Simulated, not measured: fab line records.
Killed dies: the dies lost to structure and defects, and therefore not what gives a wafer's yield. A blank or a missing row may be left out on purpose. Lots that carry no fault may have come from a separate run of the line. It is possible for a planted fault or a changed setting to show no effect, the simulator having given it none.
fab line records | flow sfq-line
record: lots: 6 wafers: 18 last-day: 80
route steps=325 shown M5@205 A5B@209 R5@212
lots that met no fault: from a run of the same line without faults
start-h: hours from the record's opening day to when the first of the lot's shown wafers began | wait-h: hours since the lot's step before | " as in the row above | L1.1+2: a row that stands for several wafers | - value missing, or start not given | * or withheld: withheld | < > ~ a bound
route shown NAME@n: names a module that has steps shown in the file, with the first one's number in the route | usual: the fault-free wafers' mean and standard deviation | same: alike in all rows | chamber/n: place in a boat | sites: per-site readings | _std_site: their standard deviation | _edge_site: the outer-site mean with the inner-site mean subtracted | radius-mm: for every site, how far away it sits from the centre of the wafer | mask NAME#n: copy n | behind: the most recent tool/chamber to have shaped the wafer | hold: the reason the lot was held/the length of the hold in hours/how it ended | device: the n, p or np transistor that did not switch | end of line: the tests these same wafers got at the end of their route | step lacking rows: just its recipe | killed: dies that structure and defects cost at the first sort, which is not the same as the wafer's yield | map: dies across one wafer; x = killed, . = not, _ = none there
set.NAME: the setting as run; set.NAME@STEP: as run at that earlier step | model.NAME: the simulator's own value behind a step, which no gauge read
a table for each step, a row for each wafer; lots at some steps of the route
services: the hour from which a tool's chamber was out of use, counted from the record's first day as start-h (under 0 if before that day), plus the number of hours and why
== steps ==
step: SFQ_TRILAYER_M5_BARC_OPEN_METAL_ETCH_161
recipe: mask-material: PR chemistry: O2 target-depth-nm: 125 target: BARC icp-w: 600 bias-w: 80 pressure-mtorr: 10 time-s: 41.7
usual: drypump-motor-current-A: 5.7/0.48 oes-product-au: 0.685/0.0045
columns lot.wafer tool chamber start-h wait-h drypump-motor-current-A oes-product-au rf-hours-counter-h
L918.1 rie-metal-03 0 1236.21 0.0 5.5 0.683 123
L918.3 " 0 " " 5.5 0.690 -
L918.6 " 1 " " 6.1 0.688 -
L922.2 rie-metal-01 0 1296.81 0.0 5.3 0.683 90
L922.3 " 1 " " 6.3 0.686 -
L922.6 " 1 " " 6.3 0.683 -
L923.1 rie-metal-01 1 1299.21 0.0 6.3 0.687 78
L923.3 " 0 " " 5.3 0.686 -
L923.6 " 0 " " 5.3 0.679 -
L926.1 rie-metal-03 0 1427.94 0.0 5.5 0.684 26
L926.2 " 1 " " 6.1 0.689 88
L926.3 " 0 " " 5.5 0.685 -
L930.1 rie-metal-03 0 1468.39 0.0 5.5 0.679 33
L930.2 " 1 " " 6.1 0.682 95
L930.6 " 0 " " 5.5 0.683 -
L933.2 rie-metal-04 0 1471.99 0.0 5.6 0.682 12
L933.4 " 1 " " 4.7 0.685 -
L933.6 " 1 " " 4.7 0.681 -
step: SFQ_TRILAYER_M5_ETCH_METAL_ETCH_126
recipe: target: Nb stop-on: SiO2 mask-material: PR over-etch-frac: 0.15 time-s: 203.2 chemistry: Cl2/BCl3 target-depth-nm: 265 icp-w: 600 bias-w: 80 pressure-mtorr: 10
usual: drypump-motor-current-A: 5.7/0.48 oes-product-au: 0.729/0.0062
columns lot.wafer tool chamber start-h wait-h drypump-motor-current-A oes-product-au rf-hours-counter-h
L918.1 rie-metal-03 0 1236.27 0.0 5.5 0.725 123
L918.3 " 0 " " 5.5 0.721 -
L918.6 " 1 " " 6.1 0.727 -
L922.2 rie-metal-01 0 1296.87 0.0 5.3 0.729 90
L922.3 " 1 " " 6.3 0.736 -
L922.6 " 1 " " 6.3 0.736 -
L923.1 rie-metal-01 1 1299.27 0.0 6.2 0.734 78
L923.3 " 0 " " 5.3 0.726 -
L923.6 " 0 " " 5.3 0.730 -
L926.1 rie-metal-03 0 1428.00 0.0 5.5 0.728 26
L926.2 " 1 " " 6.2 0.725 88
L926.3 " 0 " " 5.5 0.733 -
L930.1 rie-metal-03 0 1468.45 0.0 5.5 0.734 33
L930.2 " 1 " " 6.1 0.734 95
L930.6 " 0 " " 5.5 0.727 -
L933.2 rie-metal-04 0 1472.05 0.0 5.7 0.726 12
L933.4 " 1 " " 4.8 0.723 -
L933.6 " 1 " " 4.8 0.736 -
step: SFQ_TRILAYER_M5_STRIP_STRIP_127
recipe: gas: O2 power-w: 200 platen-temp-c: 40 overash-fraction: 0.65 chemistry: O2 pressure-mtorr: 50
step: SFQ_TRILAYER_M5_STRIP_SOLV_CLEAN_128
recipe: chemistry: NMP temp-c: 70 time-s: 600
step: SFQ_TRILAYER_A5B_DEP_PECVD_129
recipe: material: SiO2 temp-c: 150 time-s: 133.33 pressure-torr: 2.4 rf-w: 183.3 precursor: SiH4/N2O target-thk-nm: 600
usual: heater-power-w: 72/13 throttle-valve-pct: 24.8/1.4
columns lot.wafer tool chamber start-h wait-h heater-power-w throttle-valve-pct
L918.1 pecvd-04 2 1237.24 0.0 101 25.4
L918.3 " 0 " " 78 23.8
L918.6 " 0 " " 83 23.7
L922.2 pecvd-02 1 1297.84 0.0 62 24.6
L922.3 " 0 " " 50 26.0
L922.6 " 0 " " 56 26.0
L923.1 pecvd-02 2 1300.24 0.0 71 27.6
L923.3 " 0 " " 51 25.8
L923.6 " 1 " " 63 24.8
L926.1 pecvd-02 2 1428.99 0.0 72 27.6
L926.2 " 1 " " 58 24.8
L926.3 " 0 " " 50 25.9
L930.1 pecvd-03 1 1469.44 0.0 76 24.4
L930.2 " 0 " " 70 25.5
L930.6 " 0 " " 74 25.5
L933.2 pecvd-03 0 1473.02 0.0 73 25.5
L933.4 " 0 " " 73 25.7
L933.6 " 1 " " 69 24.4
step: SFQ_TRILAYER_A5B_CMP_CMP_130
recipe: stop-on: Nb down-force-psi: 3 platen-rpm: 60 target-thk-nm: 340.7
usual: motor-current-A: 10.4/0.79 slurry-flow-ml-min: 150.1/0.48
columns lot.wafer tool chamber start-h wait-h motor-current-A slurry-flow-ml-min
L918.3 cmp-01 3 1252.39 15.1 9.6 150.2
L918.1 " 1 1253.39 16.1 8.9 150.5
L918.6 " 3 1254.39 17.1 9.6 150.0
L922.3 cmp-01 1 1301.30 3.4 9.2 149.5
L922.2 " 2 " " 10.7 151.0
L922.6 " 2 1303.80 5.9 10.3 150.7
L923.1 cmp-02 1 1306.18 5.9 9.6 151.1
L923.3 " 0 1307.68 7.4 11.2 149.6
L923.6 " 1 " " 10.4 150.7
L926.1 cmp-02 1 1439.41 10.4 10.3 149.8
L926.2 " 3 1440.41 11.4 10.8 150.3
L926.3 " 0 " " 11.1 150.7
L930.1 cmp-02 1 1491.94 22.5 10.0 150.1
L930.2 " 2 " " 11.7 150.3
L930.6 " 0 1493.44 23.9 11.6 149.5
L933.2 cmp-01 2 1495.89 22.8 11.4 149.5
L933.4 " 3 " " 8.8 149.8
L933.6 " 3 1498.39 25.3 9.3 150.5
step: SFQ_TRILAYER_A5B_METRO_MEASURE_131
step: SFQ_TRILAYER_R5_DEP_SPUTTER_132
recipe: material: Ti base-pressure-pa: 1.33e-06 target-thk-nm: 5 power-w: 2000 time-s: 5 chamber-pressure-pa: 0.4
usual: throttle-valve-pct: 30.0/1
columns lot.wafer tool chamber start-h wait-h throttle-valve-pct
L918.1 pvd-sputter-06 - 1256.59 1.0 29.5
L918.3 " - " " 28.9
L918.6 " - " " 29.1
L922.2 pvd-sputter-06 - 1305.50 0.8 29.4
L922.3 " - " " 28.7
L922.6 " - " " 28.5
L923.1 pvd-sputter-04 - 1310.38 1.0 31.9
L923.3 " - " " 30.8
L923.6 " - " " 29.2
L926.1 pvd-sputter-06 - 1443.61 1.0 29.4
L926.2 " - " " 28.9
L926.3 " - " " 30.9
L930.1 pvd-sputter-04 - 1495.14 1.0 31.9
L930.2 " - " " 28.9
L930.6 " - " " 30.4
L933.2 pvd-sputter-04 - 1500.09 0.8 31.9
L933.4 " - " " 30.6
L933.6 " - " " 29.0
step: SFQ_TRILAYER_R5_DEP_SPUTTER_133
recipe: material: MoNx base-pressure-pa: 1.33e-06 target-thk-nm: 40 power-w: 1000 time-s: 66.7 chamber-pressure-pa: 0.4
step: SFQ_TRILAYER_R5_DEP_SPUTTER_134
recipe: material: Ti base-pressure-pa: 1.33e-06 target-thk-nm: 5 power-w: 2000 time-s: 5 chamber-pressure-pa: 0.4
step: SFQ_R5_RS_MEAS_933
recipe: thk-meas-gauge: four-point-probe reads: Ti_of_TRILAYER_R5_DEP_SPUTTER_134+MoNx_of_TRILAYER_R5_DEP_SPUTTER_133+Ti_of_TRILAYER_R5_DEP_SPUTTER_132
usual: R5_MONX_RS: 7.03/0.079
columns lot.wafer tool chamber start-h wait-h R5_MONX_RS[ohm/sq]
L918.1 film-metro-03 - 1256.68 0.0 7.15
L918.3 " - " " 7.03
L918.6 " - " " 7.05
L922.2 film-metro-01 - 1305.62 0.0 6.89
L922.3 " - " " 6.88
L922.6 " - " " 6.83
L923.1 film-metro-04 - 1310.48 0.0 7.10
L923.3 " - " " 7.17
L923.6 " - " " 7.15
L926.1 film-metro-01 - 1443.71 0.0 7.06
L926.2 " - " " 6.97
L926.3 " - " " 7.01
L930.1 film-metro-03 - 1495.24 0.0 6.91
L930.2 " - " " 6.94
L930.6 " - " " 7.02
L933.2 film-metro-04 - 1500.20 0.0 7.08
L933.4 " - " " 7.08
L933.6 " - " " 7.05
step: SFQ_R5_THK_MEAS_934
recipe: thk-meas-gauge: xrf reads: MoNx_of_TRILAYER_R5_DEP_SPUTTER_133
usual: R5_MONX_THK: 39.5/0.46
columns lot.wafer tool chamber start-h wait-h R5_MONX_THK[nm]
L918.1 film-metro-03 - 1256.80 0.1 38.7
L918.3 " - " " 39.1
L918.6 " - " " 39.0
L922.2 film-metro-01 - 1305.73 0.1 40.0
L922.3 " - " " 40.1
L922.6 " - " " 40.6
L923.1 film-metro-04 - 1310.60 0.1 39.0
L923.3 " - " " 38.9
L923.6 " - " " 38.9
L926.1 film-metro-01 - 1443.83 0.1 39.5
L926.2 " - " " 39.6
L926.3 " - " " 39.8
L930.1 film-metro-03 - 1495.36 0.1 40.1
L930.2 " - " " 40.0
L930.6 " - " " 39.7
L933.2 film-metro-04 - 1500.31 0.1 39.1
L933.4 " - " " 39.2
L933.6 " - " " 39.6
step: SFQ_TRILAYER_R5_LITHO_COAT_141
recipe: resist: BARC spin-rpm: 3000 resist-thk-nm: 62
usual: exhaust-pa: 45.1/0.9
columns lot.wafer tool chamber start-h wait-h exhaust-pa model.BARC_of_TRILAYER_R5_LITHO_COAT_141.thk-nm
L918.1 litho-track-01 0 1256.86 0.1 45.9 61.88
L918.3 " 0 " " 46.7 61.88
L918.6 " 0 " " 46.1 61.76
L922.2 litho-track-03 0 1305.83 0.1 42.9 62.02
L922.3 " 0 " " 43.8 61.92
L922.6 " 0 " " 43.2 67.32
L923.1 litho-track-03 0 1310.66 0.1 43.7 62.06
L923.3 " 0 " " 45.6 61.66
L923.6 " 0 " " 45.3 66.95
L926.1 litho-track-01 0 1443.89 0.1 44.7 61.9
L926.2 " 0 " " 43.3 61.94
L926.3 " 0 " " 44.9 61.8
L930.1 litho-track-01 0 1495.42 0.1 45.7 61.66
L930.2 " 0 " " 44.7 61.9
L930.6 " 0 " " 45.7 61.83
L933.2 litho-track-03 0 1500.41 0.1 46.3 62.04
L933.4 " 0 " " 45.0 62.08
L933.6 " 0 " " 44.6 62
step: SFQ_TRILAYER_R5_LITHO_COAT_136
recipe: resist: KrF spin-rpm: 3000 resist-thk-nm: 600
step: SFQ_TRILAYER_R5_LITHO_SOFTBAKE_140
recipe: temp-c: withheld time-s: withheld resist: KrF
step: SFQ_TRILAYER_R5_LITHO_EXPOSE_137
recipe: mask-id: R5 na: 0.6 source-shape: conventional sigma-outer: 0.65 target-cd-nm: 500 dose-mj: 14.4
step: SFQ_TRILAYER_R5_LITHO_PEB_139
recipe: peb-temp-c: 115 peb-time-s: 60 resist: KrF
step: SFQ_TRILAYER_R5_LITHO_DEVELOP_138
recipe: time-s: 60 resist: KrF
step: SFQ_R5_OVL_MEAS_935
usual: R5_OVL: -1/6.6
columns lot.wafer tool chamber start-h wait-h R5_OVL[nm]
L918.1 overlay-02 - 1274.41 0.1 5
L918.3 " - " " -3
L918.6 " - " " -2
L922.2 overlay-02 - 1406.57 0.1 0
L922.3 " - " " -1
L922.6 " - " " 1
L923.1 overlay-02 - 1411.36 0.1 1
L923.3 " - " " -3
L923.6 " - " " 5
L926.1 overlay-02 - 1544.51 0.1 -6
L926.2 " - " " -8
L926.3 " - " " -8
L930.1 overlay-01 - 1604.51 0.1 -1
L930.2 " - " " -6
L930.6 " - " " -3
L933.2 overlay-02 - 1611.71 0.1 -6
L933.4 " - " " -7
L933.6 " - " " -3
step: SFQ_TRILAYER_R5_BARC_OPEN_METAL_ETCH_177
recipe: mask-material: PR chemistry: O2 target-depth-nm: 125 target: BARC icp-w: 600 bias-w: 80 pressure-mtorr: 10 time-s: 41.7
usual: drypump-motor-current-A: 5.8/0.59 oes-product-au: 0.685/0.0049
columns lot.wafer tool chamber start-h wait-h drypump-motor-current-A oes-product-au rf-hours-counter-h model.etch.depth-nm
L918.1 rie-metal-04 1 1274.45 0.0 4.8 0.681 109 61.88
L918.3 " 0 " " 5.6 0.693 - 61.88
L918.6 " 0 " " 5.7 0.690 - 61.76
L922.2 rie-metal-02 1 1406.60 0.0 6.3 0.689 126 62.02
L922.3 " 0 " " 6.5 0.686 - 61.92
L922.6 " 0 " " 6.6 0.707 - 67.32
L923.1 rie-metal-03 1 1411.40 0.0 6.1 0.687 85 62.06
L923.3 " 0 " " 5.5 0.683 - 61.66
L923.6 " 1 " " 6.1 0.705 - 66.95
L926.1 rie-metal-02 0 1544.54 0.0 6.6 0.679 109 61.9
L926.2 " 1 " " 6.3 0.678 2 61.94
L926.3 " 0 " " 6.6 0.690 - 61.8
L930.1 rie-metal-04 1 1604.54 0.0 4.7 0.689 8 61.66
L930.2 " 0 " " 5.6 0.687 25 61.9
L930.6 " 0 " " 5.6 0.683 - 61.83
L933.2 rie-metal-03 1 1611.74 0.0 6.1 0.689 112 62.04
L933.4 " 0 " " 5.5 0.682 - 62.08
L933.6 " 0 " " 5.5 0.686 - 62
step: SFQ_TRILAYER_R5_ETCH_METAL_ETCH_139
recipe: stop-on: SiO2 mask-material: PR chemistry: Cl2 target-depth-nm: 60 icp-w: 600 bias-w: 80 pressure-mtorr: 10 time-s: 40
== services ==
columns tool chamber start-h hours kind
cmp-02 - 1221.25 5.4 repair
cmp-01 - 1224.33 2.6 repair
cmp-02 - 1225.89 1.2 repair
rie-metal-01 - 1240.67 2.8 pm
cmp-01 - 1244.96 7.4 pm
pecvd-02 - 1253.15 0.9 repair
cmp-01 - 1255.39 4.0 pm
cmp-01 - 1257.23 5.5 repair
cmp-01 - 1260.91 1.5 repair
rie-metal-04 1 1308.36 5.9 repair
rie-metal-04 - 1313.85 2.8 pm
pvd-sputter-06 - 1342.89 2.1 repair
pecvd-02 1 1355.55 6.2 repair
rie-metal-04 - 1362.68 1.5 repair
rie-metal-01 - 1370.56 1.4 pm
rie-metal-04 0 1374.70 7.1 repair
pecvd-02 - 1375.50 2.8 pm
pvd-sputter-04 - 1383.72 5.4 repair
rie-metal-04 - 1387.35 0.6 repair
cmp-01 - 1388.96 1.1 repair
cmp-01 - 1402.73 1.4 repair
rie-metal-03 - 1524.39 0.7 repair
rie-metal-04 - 1556.38 14.6 pm
rie-metal-03 - 1578.28 2.8 pm
== key ==
first-sign: step: SFQ_TRILAYER_R5_BARC_OPEN_METAL_ETCH_177 reading: oes-product-au direction: up sigmas: 4.3 usual: 0.685 struck: 0.706
effect none on later readings
model-effect: step: SFQ_TRILAYER_R5_LITHO_COAT_141 value: BARC_of_TRILAYER_R5_LITHO_COAT_141.thk-nm without: 61.95 struck: 67.13
model-effect: step: SFQ_TRILAYER_R5_BARC_OPEN_METAL_ETCH_177 value: etch.depth-nm without: 61.95 struck: 67.13
met-at SFQ_TRILAYER_R5_LITHO_COAT_141
struck-wafers L922.6,L923.6
fault: kind: process-parameter-drift tool: litho-track-03 chamber: - onset-h: 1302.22 steps: SFQ_TRILAYER_R5_LITHO_COAT_141 channel: resist-thk-nm offset: 5.1836 shape: step end-h: 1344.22 scope: struck-wafers-only acts-in: these-recipes-only stated: 62
